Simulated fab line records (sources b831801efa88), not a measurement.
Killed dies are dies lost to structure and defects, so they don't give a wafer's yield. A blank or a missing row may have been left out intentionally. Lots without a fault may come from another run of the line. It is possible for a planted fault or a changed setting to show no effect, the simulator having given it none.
The same fault as seen by 2 desks	flow sky130	only its own numbers are on each desk; what lay behind them is given at the end

== FROM THE METROLOGY DESK ==
What the gauges read, lot by lot, whatever tool the lot ran on: means of the sampled wafers that have a number. Any lot whose mean is over 4 standard deviations away from the usual mean is out of limits and marked OUT; that distance is given in the brackets.
Columns: A = LI_CONTACT_W_RS at SKY_LI_CONTACT_RS_MEAS_22, usual 0.284 ohm/sq; B = LI_CONTACT_W_THK at SKY_LI_CONTACT_THK_MEAS_23, usual 387 nm
lot	first seen here	A	B
L143	day 29 05:57	0.284	386
L144	day 29 23:20	0.285	387
L146	day 31 01:19	0.241 (-11) OUT	459 (+12) OUT
L155	day 33 17:42	0.279	396
L156	day 34 01:25	0.285	383
L158	day 34 16:49	0.283	388
L160	day 35 05:25	0.285	385
L163	day 35 17:31	0.281	392
L164	day 36 05:14	0.284	387
L165	day 36 22:10	0.282	391
Finding of this desk: L146 out of limits, first seen on L146 at day 31 01:19 (LI_CONTACT_W_RS at SKY_LI_CONTACT_RS_MEAS_22). L143, L144, L155, L156, L158, L160, L163, L164, L165: within limits.

== DESK OF THE TOOL OWNER: cvdW-01 ==
The tool's own readings at SKY_LI_CONTACT_CVD_21 (deposits W, target thk 400 nm, time 120.56 s): means of the sampled wafers that have a number, for each lot that ran on this tool. Any lot whose mean is over 4 standard deviations away from the usual mean is out of limits and marked OUT; that distance is given in the brackets.
Columns: A = heaterPowerW at SKY_LI_CONTACT_CVD_21, usual 885 W
lot	first seen here	A
L143	day 29 05:49	893
L144	day 29 23:13	903
L146	day 31 01:10	905
L158	day 34 16:41	899
L160	day 35 05:17	903
L164	day 36 05:07	914
L165	day 36 22:02	906
This desk's finding: nothing out of limits on any of the 7 lots.

== PUT TOGETHER ==
Metrology desk: alarm possible at day 31 01:19 on L146.
The tool owner's desk saw nothing out of limits.
Tool owner's desk: L146 on record, inside its limits.
SKY_LI_CONTACT_CVD_21 was run on cvdW-01 by each of the lots named.

== WHAT THE SIMULATOR HAD INSERTED ==
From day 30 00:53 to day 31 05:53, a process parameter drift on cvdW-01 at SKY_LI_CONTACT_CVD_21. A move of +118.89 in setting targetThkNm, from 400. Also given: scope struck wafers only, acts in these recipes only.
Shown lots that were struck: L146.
Delay in hours, fault start to first out-of-limits reading, per desk: metrology desk 24.
